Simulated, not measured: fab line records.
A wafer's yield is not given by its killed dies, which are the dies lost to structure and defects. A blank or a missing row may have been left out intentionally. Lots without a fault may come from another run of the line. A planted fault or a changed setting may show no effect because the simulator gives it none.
A struck lot beside a sound one	flow gf180mcu	14 steps out of a route of 602
Sound: these wafers, L252.1, L252.3, L252.6. Wafers struck: L256.1, L256.3, L256.4. The cause comes at the end.
Per side, at each step with rows, come the tool, then ch with its chambers, and then its first start. Under that, the readings that differ: sound wafers	struck wafers	difference of the means	sigmas: that difference in standard deviations of wafers without a fault.
alike: same words and numbers on both sides, and readings whose means sit less than 2 such deviations apart. not compared: any withheld reading, any reading some wafer has no value for, any bound like >300 that may hide the same value, and any number with overlapping values for which the record gives no deviation.
A row with sigmas, a row that says differs or no value, or rows on one side alone: a step with any of these is where the two part. When numbers do not overlap yet have no deviation, they are printed without sigmas and do not part them. A reading that every wafer of one side lacks parts them only if that side has two wafers or more.

GF_V2_CMP_26: polishes, stops on SiO2, t overpolish 15 s, target thk 0 nm.
  sound on cmp-02 ch 0,2,3, day 24 04:11; struck on cmp-01 ch 1,2,3, day 25 22:44
  alike: motorCurrentA, overpolishRunS, timeToEndpointS
then, 1 step without rows for these wafers: GF_M3_SPUTTER_00 (material Ti, target thk 37.5 nm, time 150 s).
GF_M3_SPUTTER_01: material TiN, target thk 30 nm, time 25 s.
  sound: pvdSputter-02 at day 24 04:35; struck: pvdSputter-02 at day 25 23:08
  alike: cathodeDcPowerW, chamberPressurePa, throttleValvePct
GF_M3_SPUTTER_02: material AlCu, target thk 450 nm, time 23.9 s.
  sound: pvdSputter-02 at day 24 04:37; struck: pvdSputter-02 at day 25 23:10
  alike: cathodeDcPowerW, chamberPressurePa, throttleValvePct
GF_M3_SPUTTER_03: material Ti, target thk 10 nm, time 6.7 s.
  sound: pvdSputter-02 at day 24 04:39; struck: pvdSputter-02 at day 25 23:12
  alike: cathodeDcPowerW, chamberPressurePa, substrateTempC, throttleValvePct
GF_M3_SPUTTER_04: material TiN, target thk 50 nm, time 41.7 s.
  sound: pvdSputter-02 at day 24 04:40; struck: pvdSputter-02 at day 25 23:13
  alike: cathodeDcPowerW, chamberPressurePa, throttleValvePct
GF_M3_RS_MEAS_05: measures by four-point-probe.
  sound: filmMetro-01 at day 24 04:43; struck: filmMetro-04 at day 25 23:16
  alike: M3_ALCU_RS
GF_M3_THK_MEAS_06: measures by xrf.
  sound: filmMetro-01 at day 24 04:50; struck: filmMetro-04 at day 25 23:23
  alike: M3_ALCU_THK
then, 4 steps without rows for these wafers: GF_M3_DEHYDRATE_07 (time 60 s); GF_M3_HMDS_08 (prime time 60 s); GF_M3_COAT_09 (resist thk 1000 nm); GF_M3_SOFTBAKE_10 (time 60 s).
GF_M3_EXPOSE_11: exposes mask Metal3, target cd 280 nm.
  struck on krfScanner-02, day 26 08:44; sound on krfScanner-02 ch 0, day 24 15:46
  no value came back on the struck wafers for exposureDoseMJCm2, focusOffsetNm (nm); on the sound wafers exposureDoseMJCm2 reads 27.992 28.016 27.948
  alike: mask
then, 1 step without rows for these wafers: GF_M3_PEB_12 (peb time 90 s).

## WHERE THEY PART
Only at GF_M3_EXPOSE_11, as far as this record shows.

WHY: the cause the simulator had injected
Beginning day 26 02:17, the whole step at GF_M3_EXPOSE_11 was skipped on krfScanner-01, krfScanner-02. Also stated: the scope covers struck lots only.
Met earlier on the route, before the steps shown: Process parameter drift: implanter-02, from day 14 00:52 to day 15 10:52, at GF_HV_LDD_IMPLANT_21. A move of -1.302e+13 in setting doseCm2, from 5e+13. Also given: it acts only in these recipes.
